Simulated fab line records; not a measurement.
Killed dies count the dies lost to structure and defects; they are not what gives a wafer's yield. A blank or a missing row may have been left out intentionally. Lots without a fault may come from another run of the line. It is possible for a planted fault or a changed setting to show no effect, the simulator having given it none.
fab line records :: flow gf180mcu :: part 2 of 2: steps 29 to 36 of 36
record
  lots=5
  wafers=15
  lastDay=34
route steps=602 shown M1@328 V1@335 M2@362
lots untouched by any fault: they come from a run of this same line in which no faults occurred
startH: the number of hours between the record's first day and the start of the first shown wafer of the lot :: waitH: hours elapsed since this lot's preceding step :: " same as the row above :: L1.1+2: one row covering several wafers at once :: - no value present, or no start provided :: * or withheld: withheld :: < > ~ a bound
route shown NAME@n: names a module that has steps shown in the file, with the first one's number in the route :: usual: mean/standard deviation taken from wafers without a fault :: same: alike in all rows :: chamber/n: place in a boat :: sites: the reading at each site :: _std_site: standard deviation across them :: _edge_site: the outer-site mean with the inner-site mean subtracted :: radiusMm: for every site, how far away it sits from the centre of the wafer :: mask NAME#n: copy n :: behind: the last tool/chamber to shape the wafer :: hold: why the lot was held/for how many hours/how that ended :: device: the transistor (n, p or np) that didn't switch :: end of line: tests run on the same wafers once the route is complete :: a step with no rows: only its recipe :: killed: dies that structure and defects cost at the first sort, which is not the same as the wafer's yield :: map: shows each die of a wafer: x if killed, . if not, _ if none is there
set.NAME: the run value of the setting; set.NAME@STEP: its run value at that earlier step :: model.NAME: the simulator's own value behind a step, which no gauge read
lots seen at some steps along the route; tables by step, rows by wafer
services: when a tool's chamber went out of use (startH, in hours from the record's first day, below 0 if earlier), for how many hours, and the reason
## steps
# step GF_V1_SPUTTER_21
# recipe
  material=Ti
  targetThkNm=15
  chamberPressurePa=5
  powerW=2500
  substrateTempC=200
  timeS=80.02
# usual
  chamberPressurePa=5.001/0.01
  throttleValvePct=30.2/1.3
lot.wafer: L082.4
tool: pvdSputter-02
chamber: -
startH: 479.20
waitH: 0.0
chamberPressurePa: 5.012
throttleValvePct: 28.7

lot.wafer: L082.5
tool: pvdSputter-02
chamber: -
startH: 479.20
waitH: 0.0
chamberPressurePa: 5.009
throttleValvePct: 28.8

lot.wafer: L082.6
tool: pvdSputter-02
chamber: -
startH: 479.20
waitH: 0.0
chamberPressurePa: 5.006
throttleValvePct: 29.1

lot.wafer: L086.1
tool: pvdSputter-01
chamber: -
startH: 523.21
waitH: 0.0
chamberPressurePa: 4.997
throttleValvePct: 32.5

lot.wafer: L086.2
tool: pvdSputter-01
chamber: -
startH: 523.21
waitH: 0.0
chamberPressurePa: 5.011
throttleValvePct: 30.5

lot.wafer: L086.6
tool: pvdSputter-01
chamber: -
startH: 523.21
waitH: 0.0
chamberPressurePa: 4.995
throttleValvePct: 32.8

lot.wafer: L092.3
tool: pvdSputter-02
chamber: -
startH: 573.99
waitH: 0.0
chamberPressurePa: 4.994
throttleValvePct: 29.0

lot.wafer: L092.4
tool: pvdSputter-02
chamber: -
startH: 573.99
waitH: 0.0
chamberPressurePa: 4.980
throttleValvePct: 29.2

lot.wafer: L092.5
tool: pvdSputter-02
chamber: -
startH: 573.99
waitH: 0.0
chamberPressurePa: 4.975
throttleValvePct: 29.2

lot.wafer: L094.1
tool: pvdSputter-02
chamber: -
startH: 590.42
waitH: 0.0
chamberPressurePa: 5.011
throttleValvePct: 28.8

lot.wafer: L094.2
tool: pvdSputter-02
chamber: -
startH: 590.42
waitH: 0.0
chamberPressurePa: 5.013
throttleValvePct: 30.1

lot.wafer: L094.3
tool: pvdSputter-02
chamber: -
startH: 590.42
waitH: 0.0
chamberPressurePa: 4.989
throttleValvePct: 29.0

lot.wafer: L095.1
tool: pvdSputter-02
chamber: -
startH: 597.65
waitH: 0.0
chamberPressurePa: 4.988
throttleValvePct: 30.4

lot.wafer: L095.2
tool: pvdSputter-02
chamber: -
startH: 597.65
waitH: 0.0
chamberPressurePa: 4.993
throttleValvePct: 29.2

lot.wafer: L095.6
tool: pvdSputter-02
chamber: -
startH: 597.65
waitH: 0.0
chamberPressurePa: 4.985
throttleValvePct: 29.0
# step GF_V1_SPUTTER_22
# recipe
  material=TiN
  targetThkNm=10
  chamberPressurePa=5
  powerW=4000
  timeS=40
# usual
  chamberPressurePa=5.000/0.01
  throttleValvePct=30.2/1.4
lot.wafer: L082.4
tool: pvdSputter-02
chamber: -
startH: 479.26
waitH: 0.0
chamberPressurePa: 5.018
throttleValvePct: 28.7

lot.wafer: L082.5
tool: pvdSputter-02
chamber: -
startH: 479.26
waitH: 0.0
chamberPressurePa: 4.994
throttleValvePct: 28.8

lot.wafer: L082.6
tool: pvdSputter-02
chamber: -
startH: 479.26
waitH: 0.0
chamberPressurePa: 5.016
throttleValvePct: 29.1

lot.wafer: L086.1
tool: pvdSputter-01
chamber: -
startH: 523.27
waitH: 0.0
chamberPressurePa: 4.989
throttleValvePct: 32.6

lot.wafer: L086.2
tool: pvdSputter-01
chamber: -
startH: 523.27
waitH: 0.0
chamberPressurePa: 5.000
throttleValvePct: 30.4

lot.wafer: L086.6
tool: pvdSputter-01
chamber: -
startH: 523.27
waitH: 0.0
chamberPressurePa: 4.995
throttleValvePct: 32.9

lot.wafer: L092.3
tool: pvdSputter-02
chamber: -
startH: 574.05
waitH: 0.0
chamberPressurePa: 5.002
throttleValvePct: 29.0

lot.wafer: L092.4
tool: pvdSputter-02
chamber: -
startH: 574.05
waitH: 0.0
chamberPressurePa: 5.014
throttleValvePct: 29.2

lot.wafer: L092.5
tool: pvdSputter-02
chamber: -
startH: 574.05
waitH: 0.0
chamberPressurePa: 5.010
throttleValvePct: 29.1

lot.wafer: L094.1
tool: pvdSputter-02
chamber: -
startH: 590.48
waitH: 0.0
chamberPressurePa: 4.996
throttleValvePct: 28.9

lot.wafer: L094.2
tool: pvdSputter-02
chamber: -
startH: 590.48
waitH: 0.0
chamberPressurePa: 5.007
throttleValvePct: 30.5

lot.wafer: L094.3
tool: pvdSputter-02
chamber: -
startH: 590.48
waitH: 0.0
chamberPressurePa: 5.008
throttleValvePct: 28.8

lot.wafer: L095.1
tool: pvdSputter-02
chamber: -
startH: 597.71
waitH: 0.0
chamberPressurePa: 5.006
throttleValvePct: 30.7

lot.wafer: L095.2
tool: pvdSputter-02
chamber: -
startH: 597.71
waitH: 0.0
chamberPressurePa: 4.996
throttleValvePct: 29.0

lot.wafer: L095.6
tool: pvdSputter-02
chamber: -
startH: 597.71
waitH: 0.0
chamberPressurePa: 5.008
throttleValvePct: 28.9
# step GF_V1_CVD_23
# recipe
  material=W
  targetThkNm=350
  timeS=105.05
  tempC=400
  pressureTorr=40
# usual
  heaterPowerW=849/60
lot.wafer: L082.4
tool: cvdW-02
chamber: 0
startH: 479.42
waitH: 0.1
heaterPowerW: 799

lot.wafer: L082.5
tool: cvdW-02
chamber: 0
startH: 479.42
waitH: 0.1
heaterPowerW: 784

lot.wafer: L082.6
tool: cvdW-02
chamber: 0
startH: 479.42
waitH: 0.1
heaterPowerW: 794

lot.wafer: L086.1
tool: cvdW-01
chamber: 1
startH: 523.31
waitH: 0.0
heaterPowerW: 915

lot.wafer: L086.2
tool: cvdW-01
chamber: 0
startH: 523.31
waitH: 0.0
heaterPowerW: 784

lot.wafer: L086.6
tool: cvdW-01
chamber: 1
startH: 523.31
waitH: 0.0
heaterPowerW: 923

lot.wafer: L092.3
tool: cvdW-02
chamber: 1
startH: 574.13
waitH: 0.1
heaterPowerW: 889

lot.wafer: L092.4
tool: cvdW-02
chamber: 0
startH: 574.13
waitH: 0.1
heaterPowerW: 805

lot.wafer: L092.5
tool: cvdW-02
chamber: 1
startH: 574.13
waitH: 0.1
heaterPowerW: 905

lot.wafer: L094.1
tool: cvdW-02
chamber: 0
startH: 590.52
waitH: 0.0
heaterPowerW: 791

lot.wafer: L094.2
tool: cvdW-02
chamber: 1
startH: 590.52
waitH: 0.0
heaterPowerW: 894

lot.wafer: L094.3
tool: cvdW-02
chamber: 0
startH: 590.52
waitH: 0.0
heaterPowerW: 794

lot.wafer: L095.1
tool: cvdW-02
chamber: 0
startH: 597.75
waitH: 0.0
heaterPowerW: 818

lot.wafer: L095.2
tool: cvdW-02
chamber: 1
startH: 597.75
waitH: 0.0
heaterPowerW: 896

lot.wafer: L095.6
tool: cvdW-02
chamber: 0
startH: 597.75
waitH: 0.0
heaterPowerW: 833
# step GF_V1_RS_MEAS_24
# recipe
  thkMeasGauge=four-point-probe
  reads=W_of_V1_CVD_23+TiN_of_V1_SPUTTER_22+Ti_of_V1_SPUTTER_21
# usual
  V1_W_RS=0.326/0.0048
lot.wafer: L082.4
tool: filmMetro-01
chamber: -
startH: 479.59
waitH: 0.1
V1_W_RS[ohm/sq]: 0.327

lot.wafer: L082.5
tool: filmMetro-01
chamber: -
startH: 479.59
waitH: 0.1
V1_W_RS[ohm/sq]: 0.325

lot.wafer: L082.6
tool: filmMetro-01
chamber: -
startH: 479.59
waitH: 0.1
V1_W_RS[ohm/sq]: 0.322

lot.wafer: L086.1
tool: filmMetro-04
chamber: -
startH: 523.42
waitH: 0.1
V1_W_RS[ohm/sq]: 0.327

lot.wafer: L086.2
tool: filmMetro-04
chamber: -
startH: 523.42
waitH: 0.1
V1_W_RS[ohm/sq]: 0.328

lot.wafer: L086.6
tool: filmMetro-04
chamber: -
startH: 523.42
waitH: 0.1
V1_W_RS[ohm/sq]: 0.334

lot.wafer: L092.3
tool: filmMetro-01
chamber: -
startH: 574.25
waitH: 0.1
V1_W_RS[ohm/sq]: 0.327

lot.wafer: L092.4
tool: filmMetro-01
chamber: -
startH: 574.25
waitH: 0.1
V1_W_RS[ohm/sq]: 0.322

lot.wafer: L092.5
tool: filmMetro-01
chamber: -
startH: 574.25
waitH: 0.1
V1_W_RS[ohm/sq]: 0.332

lot.wafer: L094.1
tool: filmMetro-01
chamber: -
startH: 590.63
waitH: 0.1
V1_W_RS[ohm/sq]: 0.319

lot.wafer: L094.2
tool: filmMetro-01
chamber: -
startH: 590.63
waitH: 0.1
V1_W_RS[ohm/sq]: 0.331

lot.wafer: L094.3
tool: filmMetro-01
chamber: -
startH: 590.63
waitH: 0.1
V1_W_RS[ohm/sq]: 0.324

lot.wafer: L095.1
tool: filmMetro-01
chamber: -
startH: 597.86
waitH: 0.1
V1_W_RS[ohm/sq]: 0.321

lot.wafer: L095.2
tool: filmMetro-01
chamber: -
startH: 597.86
waitH: 0.1
V1_W_RS[ohm/sq]: 0.326

lot.wafer: L095.6
tool: filmMetro-01
chamber: -
startH: 597.86
waitH: 0.1
V1_W_RS[ohm/sq]: 0.323
# step GF_V1_THK_MEAS_25
# recipe
  thkMeasGauge=xrf
  reads=W_of_V1_CVD_23
# usual
  V1_W_THK=358/6.9
lot.wafer: L082.4
tool: filmMetro-01
chamber: -
startH: 479.68
waitH: 0.1
V1_W_THK[nm]: 355

lot.wafer: L082.5
tool: filmMetro-01
chamber: -
startH: 479.68
waitH: 0.1
V1_W_THK[nm]: 353

lot.wafer: L082.6
tool: filmMetro-01
chamber: -
startH: 479.68
waitH: 0.1
V1_W_THK[nm]: 357

lot.wafer: L086.1
tool: filmMetro-04
chamber: -
startH: 523.54
waitH: 0.1
V1_W_THK[nm]: 351

lot.wafer: L086.2
tool: filmMetro-04
chamber: -
startH: 523.54
waitH: 0.1
V1_W_THK[nm]: 349

lot.wafer: L086.6
tool: filmMetro-04
chamber: -
startH: 523.54
waitH: 0.1
V1_W_THK[nm]: 345

lot.wafer: L092.3
tool: filmMetro-01
chamber: -
startH: 574.35
waitH: 0.1
V1_W_THK[nm]: 362

lot.wafer: L092.4
tool: filmMetro-01
chamber: -
startH: 574.35
waitH: 0.1
V1_W_THK[nm]: 368

lot.wafer: L092.5
tool: filmMetro-01
chamber: -
startH: 574.35
waitH: 0.1
V1_W_THK[nm]: 357

lot.wafer: L094.1
tool: filmMetro-01
chamber: -
startH: 590.75
waitH: 0.1
V1_W_THK[nm]: 368

lot.wafer: L094.2
tool: filmMetro-01
chamber: -
startH: 590.75
waitH: 0.1
V1_W_THK[nm]: 357

lot.wafer: L094.3
tool: filmMetro-01
chamber: -
startH: 590.75
waitH: 0.1
V1_W_THK[nm]: 368

lot.wafer: L095.1
tool: filmMetro-01
chamber: -
startH: 597.98
waitH: 0.1
V1_W_THK[nm]: 370

lot.wafer: L095.2
tool: filmMetro-01
chamber: -
startH: 597.98
waitH: 0.1
V1_W_THK[nm]: 362

lot.wafer: L095.6
tool: filmMetro-01
chamber: -
startH: 597.98
waitH: 0.1
V1_W_THK[nm]: 365
# step GF_V1_CMP_26
# recipe
  stopOn=SiO2
  downForcePsi=3.5
  platenRpm=60
  tOverpolishS=15
  targetThkNm=0
  padVelocityMS=0.94248
# usual
  motorCurrentA=11.3/1.6
  overpolishRunS=15.001/0.009
  retainingRingPressureFrac=1.000/0.0048
  slurryFilterDpKPa=13.50/0.14
  timeToEndpointS=83/3.2
# same
  tOverpolishS=15
lot.wafer: L082.4
tool: cmp-02
chamber: 1
startH: 479.86
waitH: 0.2
motorCurrentA: 12.8
overpolishRunS: 15.011
retainingRingPressureFrac: 1.003
slurryFilterDpKPa: 13.55
timeToEndpointS: 85

lot.wafer: L082.5
tool: cmp-02
chamber: 2
startH: 479.86
waitH: 0.2
motorCurrentA: 11.8
overpolishRunS: 15.001
retainingRingPressureFrac: 0.997
slurryFilterDpKPa: 13.46
timeToEndpointS: 81

lot.wafer: L082.6
tool: cmp-02
chamber: 3
startH: 479.86
waitH: 0.2
motorCurrentA: 9.3
overpolishRunS: 15.008
retainingRingPressureFrac: 1.000
slurryFilterDpKPa: 13.66
timeToEndpointS: 83

lot.wafer: L086.2
tool: cmp-01
chamber: 1
startH: 523.60
waitH: 0.0
motorCurrentA: 14.0
overpolishRunS: 15.016
retainingRingPressureFrac: 0.996
slurryFilterDpKPa: 13.67
timeToEndpointS: 80

lot.wafer: L086.1
tool: cmp-01
chamber: 2
startH: 523.60
waitH: 0.0
motorCurrentA: 11.6
overpolishRunS: 14.988
retainingRingPressureFrac: 1.005
slurryFilterDpKPa: 13.27
timeToEndpointS: 85

lot.wafer: L086.6
tool: cmp-01
chamber: 1
startH: 523.60
waitH: 0.0
motorCurrentA: 13.6
overpolishRunS: 15.004
retainingRingPressureFrac: 0.993
slurryFilterDpKPa: 13.74
timeToEndpointS: 82

lot.wafer: L092.4
tool: cmp-01
chamber: 3
startH: 574.44
waitH: 0.1
motorCurrentA: 11.2
overpolishRunS: 14.990
retainingRingPressureFrac: 1.001
slurryFilterDpKPa: 13.55
timeToEndpointS: 84

lot.wafer: L092.3
tool: cmp-01
chamber: 0
startH: 574.44
waitH: 0.1
motorCurrentA: 11.6
overpolishRunS: 14.991
retainingRingPressureFrac: 0.999
slurryFilterDpKPa: 13.38
timeToEndpointS: 85

lot.wafer: L092.5
tool: cmp-01
chamber: 2
startH: 574.44
waitH: 0.1
motorCurrentA: 10.6
overpolishRunS: 15.003
retainingRingPressureFrac: 0.998
slurryFilterDpKPa: 13.67
timeToEndpointS: 77

lot.wafer: L094.3
tool: cmp-02
chamber: 2
startH: 590.81
waitH: 0.0
motorCurrentA: 11.9
overpolishRunS: 15.007
retainingRingPressureFrac: 0.998
slurryFilterDpKPa: 13.46
timeToEndpointS: 86

lot.wafer: L094.2
tool: cmp-02
chamber: 3
startH: 590.81
waitH: 0.0
motorCurrentA: 9.1
overpolishRunS: 14.988
retainingRingPressureFrac: 1.005
slurryFilterDpKPa: 13.17
timeToEndpointS: 83

lot.wafer: L094.1
tool: cmp-02
chamber: 1
startH: 590.81
waitH: 0.0
motorCurrentA: 12.6
overpolishRunS: 15.018
retainingRingPressureFrac: 1.002
slurryFilterDpKPa: 13.65
timeToEndpointS: 87

lot.wafer: L095.1
tool: cmp-01
chamber: 2
startH: 598.09
waitH: 0.1
motorCurrentA: 11.4
overpolishRunS: 15.013
retainingRingPressureFrac: 1.008
slurryFilterDpKPa: 13.32
timeToEndpointS: 82

lot.wafer: L095.2
tool: cmp-01
chamber: 3
startH: 598.09
waitH: 0.1
motorCurrentA: 11.1
overpolishRunS: 14.983
retainingRingPressureFrac: 1.003
slurryFilterDpKPa: 13.21
timeToEndpointS: 83

lot.wafer: L095.6
tool: cmp-01
chamber: 2
startH: 598.09
waitH: 0.1
motorCurrentA: 10.9
overpolishRunS: 15.003
retainingRingPressureFrac: 0.997
slurryFilterDpKPa: 13.49
timeToEndpointS: 85
# step GF_M2_SPUTTER_00
# recipe
  material=Ti
  targetThkNm=37.5
  arrivingIonEnergyEv=80
  substrateTempC=200
  chamberPressurePa=2
  powerW=4000
  timeS=150
# usual
  chamberPressurePa=2.000/0.0042
  throttleValvePct=30.5/1.3
lot.wafer: L082.4
tool: pvdSputter-04
chamber: -
startH: 480.01
waitH: 0.1
chamberPressurePa: 2.000
throttleValvePct: 28.5

lot.wafer: L082.5
tool: pvdSputter-04
chamber: -
startH: 480.01
waitH: 0.1
chamberPressurePa: 2.000
throttleValvePct: 28.6

lot.wafer: L082.6
tool: pvdSputter-04
chamber: -
startH: 480.01
waitH: 0.1
chamberPressurePa: 1.998
throttleValvePct: 29.1

lot.wafer: L086.1
tool: pvdSputter-04
chamber: -
startH: 523.90
waitH: 0.2
chamberPressurePa: 2.001
throttleValvePct: 30.0

lot.wafer: L086.2
tool: pvdSputter-04
chamber: -
startH: 523.90
waitH: 0.2
chamberPressurePa: 2.005
throttleValvePct: 29.5

lot.wafer: L086.6
tool: pvdSputter-04
chamber: -
startH: 523.90
waitH: 0.2
chamberPressurePa: 1.999
throttleValvePct: 30.4

lot.wafer: L092.3
tool: pvdSputter-03
chamber: -
startH: 574.69
waitH: 0.1
chamberPressurePa: 1.999
throttleValvePct: 29.7

lot.wafer: L092.4
tool: pvdSputter-03
chamber: -
startH: 574.69
waitH: 0.1
chamberPressurePa: 1.998
throttleValvePct: 30.3

lot.wafer: L092.5
tool: pvdSputter-03
chamber: -
startH: 574.69
waitH: 0.1
chamberPressurePa: 2.003
throttleValvePct: 32.0

lot.wafer: L094.1
tool: pvdSputter-01
chamber: -
startH: 591.11
waitH: 0.1
chamberPressurePa: 1.995
throttleValvePct: 30.6

lot.wafer: L094.2
tool: pvdSputter-01
chamber: -
startH: 591.11
waitH: 0.1
chamberPressurePa: 2.015
throttleValvePct: 30.4

lot.wafer: L094.3
tool: pvdSputter-01
chamber: -
startH: 591.11
waitH: 0.1
chamberPressurePa: 2.002
throttleValvePct: 32.5

lot.wafer: L095.1
tool: pvdSputter-04
chamber: -
startH: 598.34
waitH: 0.2
chamberPressurePa: 1.998
throttleValvePct: 29.3

lot.wafer: L095.2
tool: pvdSputter-04
chamber: -
startH: 598.34
waitH: 0.2
chamberPressurePa: 1.991
throttleValvePct: 28.2

lot.wafer: L095.6
tool: pvdSputter-04
chamber: -
startH: 598.34
waitH: 0.2
chamberPressurePa: 1.997
throttleValvePct: 28.7
# step GF_M2_SPUTTER_01
# recipe
  material=TiN
  targetThkNm=30
  powerW=6500
  timeS=25
  chamberPressurePa=0.4
# usual
  chamberPressurePa=0.4001/0.00089
  throttleValvePct=30.5/1.3
lot.wafer: L082.4
tool: pvdSputter-04
chamber: -
startH: 480.11
waitH: 0.1
chamberPressurePa: 0.4001
throttleValvePct: 28.4

lot.wafer: L082.5
tool: pvdSputter-04
chamber: -
startH: 480.11
waitH: 0.1
chamberPressurePa: 0.3990
throttleValvePct: 28.2

lot.wafer: L082.6
tool: pvdSputter-04
chamber: -
startH: 480.11
waitH: 0.1
chamberPressurePa: 0.4003
throttleValvePct: 29.4

lot.wafer: L086.1
tool: pvdSputter-04
chamber: -
startH: 524.00
waitH: 0.1
chamberPressurePa: 0.3995
throttleValvePct: 29.9

lot.wafer: L086.2
tool: pvdSputter-04
chamber: -
startH: 524.00
waitH: 0.1
chamberPressurePa: 0.3999
throttleValvePct: 29.4

lot.wafer: L086.6
tool: pvdSputter-04
chamber: -
startH: 524.00
waitH: 0.1
chamberPressurePa: 0.3999
throttleValvePct: 30.6

lot.wafer: L092.3
tool: pvdSputter-03
chamber: -
startH: 574.79
waitH: 0.1
chamberPressurePa: 0.3998
throttleValvePct: 29.4

lot.wafer: L092.4
tool: pvdSputter-03
chamber: -
startH: 574.79
waitH: 0.1
chamberPressurePa: 0.4015
throttleValvePct: 30.5

lot.wafer: L092.5
tool: pvdSputter-03
chamber: -
startH: 574.79
waitH: 0.1
chamberPressurePa: 0.4006
throttleValvePct: 32.1

lot.wafer: L094.1
tool: pvdSputter-01
chamber: -
startH: 591.21
waitH: 0.1
chamberPressurePa: 0.3987
throttleValvePct: 30.4

lot.wafer: L094.2
tool: pvdSputter-01
chamber: -
startH: 591.21
waitH: 0.1
chamberPressurePa: 0.4016
throttleValvePct: 30.5

lot.wafer: L094.3
tool: pvdSputter-01
chamber: -
startH: 591.21
waitH: 0.1
chamberPressurePa: 0.4003
throttleValvePct: 32.6

lot.wafer: L095.1
tool: pvdSputter-04
chamber: -
startH: 598.44
waitH: 0.1
chamberPressurePa: 0.4001
throttleValvePct: 29.2

lot.wafer: L095.2
tool: pvdSputter-04
chamber: -
startH: 598.44
waitH: 0.1
chamberPressurePa: 0.4007
throttleValvePct: 28.5

lot.wafer: L095.6
tool: pvdSputter-04
chamber: -
startH: 598.44
waitH: 0.1
chamberPressurePa: 0.4002
throttleValvePct: 28.4
## services
tool: cvdW-02
chamber: -
startH: 432.87
hours: 5.7
kind: repair

tool: cmp-01
chamber: -
startH: 438.71
hours: 8.3
kind: pm

tool: pecvd-02
chamber: 1
startH: 442.12
hours: 4.0
kind: repair

tool: hdpcvd-01
chamber: -
startH: 442.67
hours: 1.8
kind: repair

tool: plasmaAsher-03
chamber: -
startH: 466.03
hours: 2.8
kind: repair

tool: wetBench-03
chamber: -
startH: 474.65
hours: 9.9
kind: repair

tool: rieDiel-03
chamber: 0
startH: 488.58
hours: 5.2
kind: repair

tool: pvdSputter-01
chamber: -
startH: 499.30
hours: 3.4
kind: repair

tool: cvdW-02
chamber: -
startH: 505.19
hours: 1.0
kind: repair

tool: cmp-01
chamber: -
startH: 517.49
hours: 1.2
kind: repair

tool: rieDiel-04
chamber: 3
startH: 522.18
hours: 3.1
kind: repair

tool: hdpcvd-01
chamber: -
startH: 526.93
hours: 2.8
kind: pm

tool: cvdW-02
chamber: -
startH: 529.58
hours: 0.8
kind: repair

tool: cvdW-02
chamber: -
startH: 538.12
hours: 0.6
kind: repair

tool: hdpcvd-01
chamber: 0
startH: 541.96
hours: 4.2
kind: repair

tool: rieDiel-04
chamber: 3
startH: 549.34
hours: 12.4
kind: repair

tool: cmp-02
chamber: -
startH: 551.21
hours: 0.2
kind: repair

tool: wetBench-04
chamber: -
startH: 567.74
hours: 1.9
kind: pm

tool: pvdSputter-01
chamber: -
startH: 571.27
hours: 7.4
kind: repair

tool: cmp-02
chamber: -
startH: 572.21
hours: 4.0
kind: pm

tool: cmp-01
chamber: -
startH: 576.21
hours: 5.5
kind: pm

tool: hdpcvd-01
chamber: 2
startH: 581.67
hours: 28.8
kind: repair

tool: pvdSputter-04
chamber: -
startH: 583.84
hours: 14.3
kind: repair

tool: rieDiel-04
chamber: 0
startH: 593.00
hours: 7.8
kind: repair
